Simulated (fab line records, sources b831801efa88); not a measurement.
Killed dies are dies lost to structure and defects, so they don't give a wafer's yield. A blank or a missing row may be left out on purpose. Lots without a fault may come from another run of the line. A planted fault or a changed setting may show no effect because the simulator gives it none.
fab line records | flow sky130
record lots=7 wafers=21 last_day=50
route steps=708 shown PWDE@54 NWELL@56
lots that met no fault: from a run of the same line without faults
start_h: hours from the record's first day to the start of the lot's first wafer shown | wait_h: hours since the lot's step before | " the same as in the row above | L1.1+2: a row that stands for several wafers | - no value, or no start given | * or withheld: withheld | < > ~ a bound
route shown NAME@n: a module of which the file shows steps, and the number in the route of the first | usual: mean/standard deviation of fault-free wafers | same: alike in all rows | chamber/n: place in a boat | sites: the reading at each site | _std_site: their standard deviation | _edge_site: outer sites' mean less inner sites' | radius_mm: how far each site lies from the wafer's centre | mask NAME#n: copy n | behind: the tool/chamber that last shaped the wafer | hold: why the lot was held/for how many hours/how that ended | device: the transistor (n, p or np) that didn't switch | end of line: the same wafers' tests at the end of the route | a step without rows: its recipe alone | killed: dies lost to structure and defects at the first sort, not the wafer's yield | map: a wafer's dies, x killed, . not, _ none there
set.NAME: the setting as run; set.NAME@STEP: as run at that earlier step | model.NAME: the simulator's own value behind a step, which no gauge read
lots at some steps of the route; a table a step, a row a wafer
services: from which hour (start_h, from the record's first day; less than 0 if before it) a tool's chamber was out of use, for how many hours, and why
## steps
# step SKY_PWDE_STRIP_09
# recipe chemistry=O2/N2 power_w=1400 pressure_mtorr=1500 platen_temp_c=withheld o2_flow_sccm=3000 n2_flow_sccm=300 overash_fraction=0.5
# usual chamber_pressure_mTorr=1500.1/1.4 drypump_motor_current_A=5.9/0.51 oes_product_au=0.722/0.0043 strip_time_to_endpoint_s=36.89/0.1
# columns lot.wafer tool chamber start_h wait_h chamber_pressure_mTorr drypump_motor_current_A oes_product_au rf_hours_counter_h strip_time_to_endpoint_s
L525.3 plasma_asher-04 1 94.28 0.1 1499.8 6.6 0.718 - 36.73
L525.4 " 0 " " 1499.2 5.4 0.722 - 36.79
L525.6 " 1 " " 1498.1 6.6 0.726 - 36.72
L531.2 plasma_asher-01 0 130.39 0.1 1501.6 5.3 0.729 46 37.05
L531.3 " 1 " " 1500.8 6.3 0.729 - 37.05
L531.5 " 1 " " 1502.8 6.3 0.721 - 36.98
L532.1 plasma_asher-01 0 136.75 0.1 1503.1 5.3 0.727 46 36.91
L532.4 " 1 " " 1500.2 6.2 0.729 - 36.88
L532.5 " 0 " " 1501.5 5.3 0.715 - 36.80
L533.1 plasma_asher-03 1 141.00 0.1 1497.9 5.7 0.720 28 36.92
L533.5 " 1 " " 1501.5 5.7 0.716 - 36.71
L533.6 " 0 " " 1500.1 6.3 0.727 - 36.87
L534.1 plasma_asher-04 0 145.70 0.1 1502.6 5.4 0.723 3 36.89
L534.3 " 0 " " 1500.5 5.4 0.719 - 36.91
L534.6 " 1 " " 1499.8 6.6 0.713 - 36.91
L535.1 plasma_asher-03 1 154.39 0.1 1499.2 5.7 0.721 30 36.86
L535.3 " 0 " " 1502.1 6.3 0.731 - 36.89
L535.4 " 1 " " 1500.6 5.7 0.719 - 36.97
L541.1 plasma_asher-03 1 188.50 0.1 1501.7 5.7 0.722 33 36.89
L541.2 " 0 " " 1500.8 6.3 0.717 33 36.96
L541.4 " 1 " " 1502.7 5.7 0.723 - 36.91
# step SKY_PWDE_TW_MEAS_10
# usual PWDE_TW=374.4/2.7
# columns lot.wafer tool chamber start_h wait_h PWDE_TW
L525.3 film_metro-02 - 94.36 0.1 376.3
L525.4 " - " " 377.0
L525.6 " - " " 376.9
L531.2 film_metro-01 - 130.50 0.1 371.2
L531.3 " - " " 372.0
L531.5 " - " " 372.3
L532.1 film_metro-01 - 136.85 0.1 373.1
L532.4 " - " " 370.9
L532.5 " - " " 372.4
L533.1 film_metro-01 - 141.10 0.1 369.5
L533.5 " - " " 372.7
L533.6 " - " " 371.8
L534.1 film_metro-04 - 145.80 0.1 374.1
L534.3 " - " " 376.1
L534.6 " - " " 374.5
L535.1 film_metro-02 - 154.49 0.1 376.2
L535.3 " - " " 378.6
L535.4 " - " " 378.7
L541.1 film_metro-01 - 188.60 0.1 372.2
L541.2 " - " " 373.7
L541.4 " - " " 371.6
# step SKY_NWELL_DEHYDRATE_03
# recipe temp_c=200 time_s=60
# step SKY_NWELL_HMDS_04
# recipe prime_time_s=60 prime_temp_c=120
# step SKY_NWELL_COAT_05
# recipe spin_rpm=2000 resist_thk_nm=3000
# step SKY_NWELL_SOFTBAKE_06
# recipe temp_c=110 time_s=withheld
# step SKY_NWELL_EXPOSE_07
# recipe mask_id=NWM na=0.6 source_shape=conventional sigma_outer=0.6 polarization=unpolarized target_cd_nm=840 dose_mj=255
# step SKY_NWELL_PEB_08
# recipe temp_c=115 time_s=withheld
# step SKY_NWELL_DEVELOP_09
# recipe wall_angle_deg=90 developer=TMAH develop_time_s=60 dev_temp_c=23
# step SKY_NWELL_OVL_MEAS_10
# usual NWELL_00_OVL=-0.3/1.4
# columns lot.wafer tool chamber start_h wait_h NWELL_00_OVL[nm]
L525.3 overlay-02 - 112.02 - 1.6
L525.4 " - " " 1.6
L525.6 " - " " -0.6
L531.2 overlay-01 - 149.76 - -1.1
L531.3 " - " " -0.2
L531.5 " - " " -0.1
L532.1 overlay-02 - 156.16 - 0.7
L532.4 " - " " 0.6
L532.5 " - " " 1.9
L533.1 overlay-01 - 160.51 - -2.7
L533.5 " - " " -1.9
L533.6 " - " " -0.1
L534.1 overlay-01 - 164.57 - -0.1
L534.3 " - " " 1.8
L534.6 " - " " 0.8
L535.1 overlay-02 - 174.21 - 2.5
L535.3 " - " " -0.5
L535.4 " - " " 2.1
L541.1 overlay-02 - 210.11 - -1.2
L541.2 " - " " -0.9
L541.4 " - " " -0.6
# step SKY_NWELL_IMPLANT_11
# recipe species=P energy_kev=400 dose_cm2=1.9e+13 tilt_deg=withheld
# step SKY_NWELL_IMPLANT_12
# recipe species=P energy_kev=120 dose_cm2=1.3e+12 tilt_deg=withheld
# step SKY_NWELL_IMPLANT_13
# recipe species=P energy_kev=50 dose_cm2=7e+11 tilt_deg=withheld
# usual beam_energy_keV=49.999/0.013 beam_on_s=10.01/0.18 dose_ions_cm2=6.999e+11/8e+08
# columns lot.wafer tool chamber start_h wait_h beam_energy_keV beam_on_s dose_ions_cm2
L525.3 implanter-01 0 112.39 0.1 49.984 10.09 7.004e+11
L525.4 " 0 " " 50.003 10.00 7.003e+11
L525.6 " 0 " " 50.005 10.17 7.001e+11
L531.2 implanter-01 0 150.12 0.1 49.989 10.17 6.999e+11
L531.3 " 0 " " 49.972 9.84 6.996e+11
L531.5 " 0 " " 50.001 10.33 6.998e+11
L532.1 implanter-01 - 156.49 0.1 - - -
L532.4 " - " " - - -
L532.5 " - " " - - -
L533.1 implanter-04 - 160.84 0.1 - - -
L533.5 " - " " - - -
L533.6 " - " " - - -
L534.1 implanter-01 - 164.90 0.1 - - -
L534.3 " - " " - - -
L534.6 " - " " - - -
L535.1 implanter-02 0 174.54 0.1 50.002 9.74 6.991e+11
L535.3 " 0 " " 50.006 9.94 7e+11
L535.4 " 0 " " 50.015 10.06 7.01e+11
L541.1 implanter-02 0 210.44 0.1 50.012 10.01 6.995e+11
L541.2 " 0 " " 50.030 9.90 6.998e+11
L541.4 " 0 " " 50.028 10.14 6.993e+11
# step SKY_NWELL_STRIP_14
# recipe chemistry=O2/N2 power_w=1400 pressure_mtorr=1500 platen_temp_c=withheld o2_flow_sccm=3000 n2_flow_sccm=300 overash_fraction=0.5
# usual chamber_pressure_mTorr=1499.9/1.3 drypump_motor_current_A=5.9/0.44 oes_product_au=0.723/0.0051 strip_time_to_endpoint_s=36.86/0.087
# columns lot.wafer tool chamber start_h wait_h chamber_pressure_mTorr drypump_motor_current_A oes_product_au rf_hours_counter_h strip_time_to_endpoint_s
L525.3 plasma_asher-03 1 112.56 0.1 1500.1 5.7 0.719 - 36.88
L525.4 " 0 " " 1500.0 6.3 0.716 - 36.97
L525.6 " 1 " " 1498.9 5.7 0.717 - 36.76
L531.2 plasma_asher-02 0 150.24 0.1 1498.9 5.9 0.724 47 36.95
L531.3 " 1 " " 1499.3 5.6 0.723 - 36.94
L531.5 " 1 " " 1501.2 5.6 0.733 - 36.92
L532.1 plasma_asher-02 1 156.64 0.1 1500.9 5.6 0.726 47 36.93
L532.4 " 1 " " 1497.8 5.6 0.719 - 36.89
L532.5 " 1 " " 1498.5 5.6 0.713 - 36.94
L533.1 plasma_asher-03 1 160.99 0.1 1498.1 5.7 0.733 30 36.78
L533.5 " 1 " " 1498.7 5.7 0.718 - 36.86
L533.6 " 0 " " 1498.6 6.3 0.723 - 36.91
L534.1 plasma_asher-03 1 165.05 0.1 1499.0 5.7 0.718 31 36.85
L534.3 " 1 " " 1497.6 5.8 0.723 - 36.87
L534.6 " 1 " " 1499.9 5.7 0.728 - 36.90
L535.1 plasma_asher-04 1 174.69 0.1 1503.2 6.6 0.722 5 36.73
L535.3 " 1 " " 1499.9 6.6 0.725 - 36.76
L535.4 " 0 " " 1499.1 5.3 0.723 - 36.78
L541.1 plasma_asher-03 1 210.59 0.1 1501.2 5.7 0.720 35 36.87
L541.2 " 0 " " 1499.5 6.3 0.720 35 36.88
L541.4 " 1 " " 1498.5 5.7 0.723 - 36.83
# step SKY_NWELL_TW_MEAS_15
# usual NWELL_TW=1824/9.4
# columns lot.wafer tool chamber start_h wait_h NWELL_TW
L525.3 film_metro-01 - 112.64 0.1 1820
L525.4 " - " " 1814
L525.6 " - " " 1832
L531.2 film_metro-01 - 150.35 0.1 1825
L531.3 " - " " 1820
L531.5 " - " " 1820
L532.1 film_metro-01 - 156.74 0.1 1825
L532.4 " - " " 1813
L532.5 " - " " 1818
L533.1 film_metro-02 - 161.09 0.1 1837
L533.5 " - " " 1823
L533.6 " - " " 1833
L534.1 film_metro-02 - 165.15 0.1 1850
L534.3 " - " " 1828
L534.6 " - " " 1838
L535.1 film_metro-04 - 174.79 0.1 1825
L535.3 " - " " 1826
L535.4 " - " " 1818
L541.1 film_metro-04 - 210.69 0.1 1822
L541.2 " - " " 1822
L541.4 " - " " 1812
# step SKY_NWELL_DEHYDRATE_16
# recipe temp_c=200 time_s=60
# step SKY_NWELL_HMDS_17
# recipe prime_time_s=60 prime_temp_c=120
# step SKY_NWELL_COAT_18
# recipe spin_rpm=2000 resist_thk_nm=3000
# step SKY_NWELL_SOFTBAKE_19
# recipe temp_c=110 time_s=withheld
# step SKY_NWELL_EXPOSE_20
# recipe mask_id=NWM_COMPLEMENT na=0.6 source_shape=conventional sigma_outer=0.6 polarization=unpolarized target_cd_nm=840 dose_mj=260
# step SKY_NWELL_PEB_21
# recipe temp_c=115 time_s=withheld
# step SKY_NWELL_DEVELOP_22
# recipe wall_angle_deg=90 developer=TMAH develop_time_s=60 dev_temp_c=23
# step SKY_NWELL_OVL_MEAS_23
# usual NWELL_01_OVL=-0.5/1.5
# columns lot.wafer tool chamber start_h wait_h NWELL_01_OVL[nm]
L525.3 overlay-01 - 130.92 - -0.1
L525.4 " - " " 0.1
L525.6 " - " " -0.4
L531.2 overlay-01 - 169.86 - -2.0
L531.3 " - " " -0.5
L531.5 " - " " -1.1
L532.1 overlay-02 - 176.41 - 0.4
L532.4 " - " " -0.4
L532.5 " - " " 0.6
L533.1 overlay-01 - 180.81 - -0.7
L533.5 " - " " -1.2
L533.6 " - " " -2.3
L534.1 overlay-01 - 185.76 - 0.6
L534.3 " - " " -0.7
L534.6 " - " " 2.4
L535.1 overlay-02 - 195.36 - 2.1
L535.3 " - " " 0.6
L535.4 " - " " -0.4
L541.1 overlay-02 - 233.47 - -0.9
L541.2 " - " " -0.3
L541.4 " - " " 1.3
# step SKY_NWELL_IMPLANT_24
# recipe species=B energy_kev=140 dose_cm2=9.2e+12 tilt_deg=withheld
# step SKY_NWELL_STRIP_25
# recipe chemistry=O2/N2 power_w=1400 pressure_mtorr=1500 platen_temp_c=withheld o2_flow_sccm=3000 n2_flow_sccm=300 overash_fraction=0.5
# usual chamber_pressure_mTorr=1500.0/1.3 drypump_motor_current_A=5.9/0.45 oes_product_au=0.723/0.0048 strip_time_to_endpoint_s=36.87/0.086
# columns lot.wafer tool chamber start_h wait_h chamber_pressure_mTorr drypump_motor_current_A oes_product_au rf_hours_counter_h strip_time_to_endpoint_s
L525.3 plasma_asher-04 1 131.13 0.1 1499.6 6.6 0.730 - 36.94
L525.4 " 0 " " 1498.7 5.3 0.731 - 36.87
L525.6 " 1 " " 1501.3 6.6 0.723 - 36.80
L531.2 plasma_asher-04 0 170.04 0.1 1500.2 5.3 0.724 5 36.82
L531.3 " 1 " " 1500.3 6.6 0.722 - 36.77
L531.5 " 0 " " 1502.1 5.3 0.716 - 36.90
L532.1 plasma_asher-02 0 176.59 0.1 1500.2 5.9 0.714 49 36.91
L532.4 " 0 " " 1499.9 5.9 0.727 - 36.86
L532.5 " 1 " " 1500.7 5.6 0.720 - 36.94
L533.1 plasma_asher-04 1 180.99 0.1 1499.2 6.6 0.725 6 36.79
L533.5 " 1 " " 1497.7 6.6 0.720 - 36.93
L533.6 " 0 " " 1500.4 5.3 0.723 - 36.92
L534.1 plasma_asher-02 0 185.94 0.1 1498.9 5.9 0.723 50 36.72
L534.3 " 1 " " 1501.0 5.6 0.719 - 36.78
L534.6 " 0 " " 1501.2 5.9 0.722 - 36.81
L535.1 plasma_asher-03 0 195.54 0.1 1500.9 6.3 0.723 34 36.84
L535.3 " 1 " " 1499.2 5.7 0.723 - 36.88
L535.4 " 0 " " 1502.0 6.3 0.720 - 36.94
L541.1 plasma_asher-04 1 233.65 0.1 1501.0 6.6 0.720 11 36.77
L541.2 " 0 " " 1500.3 5.3 0.718 11 36.93
L541.4 " 0 " " 1500.3 5.3 0.731 - 36.92
# step SKY_NWELL_TW_MEAS_26
# usual NWELL_2_TW=497.8/2.7
# columns lot.wafer tool chamber start_h wait_h NWELL_2_TW
L525.3 film_metro-01 - 131.21 0.1 492.2
L525.4 " - " " 494.2
L525.6 " - " " 494.6
L531.2 film_metro-02 - 170.15 0.1 501.1
L531.3 " - " " 498.3
L531.5 " - " " 499.8
L532.1 film_metro-04 - 176.69 0.1 501.5
L532.4 " - " " 496.2
L532.5 " - " " 495.9
L533.1 film_metro-04 - 181.09 0.1 498.4
L533.5 " - " " 496.1
L533.6 " - " " 494.4
L534.1 film_metro-04 - 186.04 0.1 496.0
L534.3 " - " " 498.1
L534.6 " - " " 499.0
L535.1 film_metro-01 - 195.64 0.1 494.4
L535.3 " - " " 497.4
L535.4 " - " " 498.3
L541.1 film_metro-01 - 233.75 0.1 498.7
L541.2 " - " " 498.3
L541.4 " - " " 502.2
# step SKY_NWELL_CLEAN_27
# recipe chemistry=SC1/SC2 mix=1:4:20 temp_c=70 time_s=150 dry=n2_spin
# step SKY_NWELL_RTA_28
# recipe temp_c=1050 time_s=30 idle_temp_c=650 ramp_up_c_per_s=150 ramp_down_c_per_s=90 ambient=N2
# usual lamp_power_pct=25.30/0.056 wafer_temp_C_max=1054.9/0.95
# columns lot.wafer tool chamber start_h wait_h lamp_power_pct wafer_temp_C_max
L525.3 rtp_anneal-01 0 131.34 0.0 25.28 1057.0
L525.4 " 0 " " 25.26 1054.5
L525.6 " 0 " " 25.27 1055.1
L531.2 rtp_anneal-01 0 170.28 0.0 25.32 1054.6
L531.3 " 0 " " 25.38 1054.7
L531.5 " 0 " " 25.33 1054.4
L532.1 rtp_anneal-02 0 176.80 0.0 25.35 1054.8
L532.4 " 0 " " 25.31 1054.9
L532.5 " 0 " " 25.36 1055.2
L533.1 rtp_anneal-01 0 181.20 0.0 25.26 1054.8
L533.5 " 0 " " 25.34 1054.1
L533.6 " 0 " " 25.30 1056.5
L534.1 rtp_anneal-02 0 186.15 0.0 25.37 1053.6
L534.3 " 0 " " 25.26 1054.9
L534.6 " 0 " " 25.35 1055.6
L535.1 rtp_anneal-01 0 195.75 0.0 25.38 1055.2
L535.3 " 0 " " 25.34 1054.3
L535.4 " 0 " " 25.32 1053.9
L541.1 rtp_anneal-02 0 233.86 0.0 25.34 1055.6
L541.2 " 0 " " 25.35 1055.0
L541.4 " 0 " " 25.32 1055.8
# step SKY_NWELL_RS_MEAS_29
# recipe thk_meas_gauge=four-point-probe
# usual NWELL_RS=625.5/1.6
# columns lot.wafer tool chamber start_h wait_h NWELL_RS[ohm/sq]
L525.3 film_metro-01 - 131.45 0.1 625.4
L525.4 " - " " 625.5
L525.6 " - " " 620.6
L531.2 film_metro-01 - 170.38 0.1 627.2
L531.3 " - " " 626.3
L531.5 " - " " 627.8
L532.1 film_metro-02 - 176.90 0.1 650.6
L532.4 " - " " 651.6
L532.5 " - " " 650.4
L533.1 film_metro-02 - 181.30 0.1 650.4
L533.5 " - " " 650.6
L533.6 " - " " 651.2
L534.1 film_metro-02 - 186.25 0.1 651.3
L534.3 " - " " 652.8
L534.6 " - " " 652.7
L535.1 film_metro-04 - 195.85 0.1 626.0
L535.3 " - " " 626.8
L535.4 " - " " 625.6
L541.1 film_metro-04 - 233.96 0.1 623.5
L541.2 " - " " 623.2
L541.4 " - " " 624.2
## services
# columns tool chamber start_h hours kind
plasma_asher-02 - 85.69 3.4 repair
plasma_asher-02 - 86.68 9.3 repair
implanter-01 - 107.62 4.1 pm
plasma_asher-04 - 108.75 9.0 pm
plasma_asher-04 0 108.75 9.0 vent_cycle
plasma_asher-04 1 108.75 9.0 vent_cycle
plasma_asher-03 - 114.31 2.8 pm
plasma_asher-04 0 117.75 - clean
plasma_asher-04 1 117.75 - clean
implanter-04 - 129.39 3.3 pm
plasma_asher-02 - 133.16 0.7 repair
rtp_anneal-02 - 145.63 4.5 pm
plasma_asher-02 - 151.67 4.7 repair
implanter-02 - 154.95 15.8 pm
plasma_asher-01 - 172.26 2.8 pm
implanter-04 - 181.77 2.3 pm
implanter-02 - 185.27 1.6 repair
plasma_asher-04 - 203.41 2.8 pm
## key
first_sign step=SKY_NWELL_IMPLANT_13 reading=tool_record direction=missing
effect step=SKY_NWELL_RS_MEAS_29 reading=NWELL_RS direction=up sigmas=16 usual=625.5 struck=651.3
met_at SKY_NWELL_IMPLANT_13
struck_wafers L532.1,L532.4,L532.5,L533.1,L533.5,L533.6,L534.1,L534.3,L534.6
later_rows_left_out L532.1,L532.4,L532.5,L533.1,L533.5,L533.6,L534.1,L534.3,L534.6
sort_left_out L532.1,L532.4,L532.5,L533.1,L533.5,L533.6,L534.1,L534.3,L534.6
tester_left_out L532,L533,L534
onset_between 150.12 156.49
fault kind=skipped_step_whole tool=implanter-01,implanter-04 chamber=- onset_h=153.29 steps=SKY_NWELL_IMPLANT_13 scope=struck_lots_only
# tester_left_out: of these lots the tester's yield and bins aren't shown, on N5 and GAA mostly nor the transistor test; their killed dies are dies lost to structure and defects alone, not to doping, threshold or leakage, so they don't give the yield
# sort_left_out: the simulated sort isn't trusted on such a fault, so these wafers' sort isn't shown, and their yield isn't known
# later_rows_left_out: the simulator's readings of these wafers behind a module that went badly wrong aren't trusted and aren't shown, but for the sort
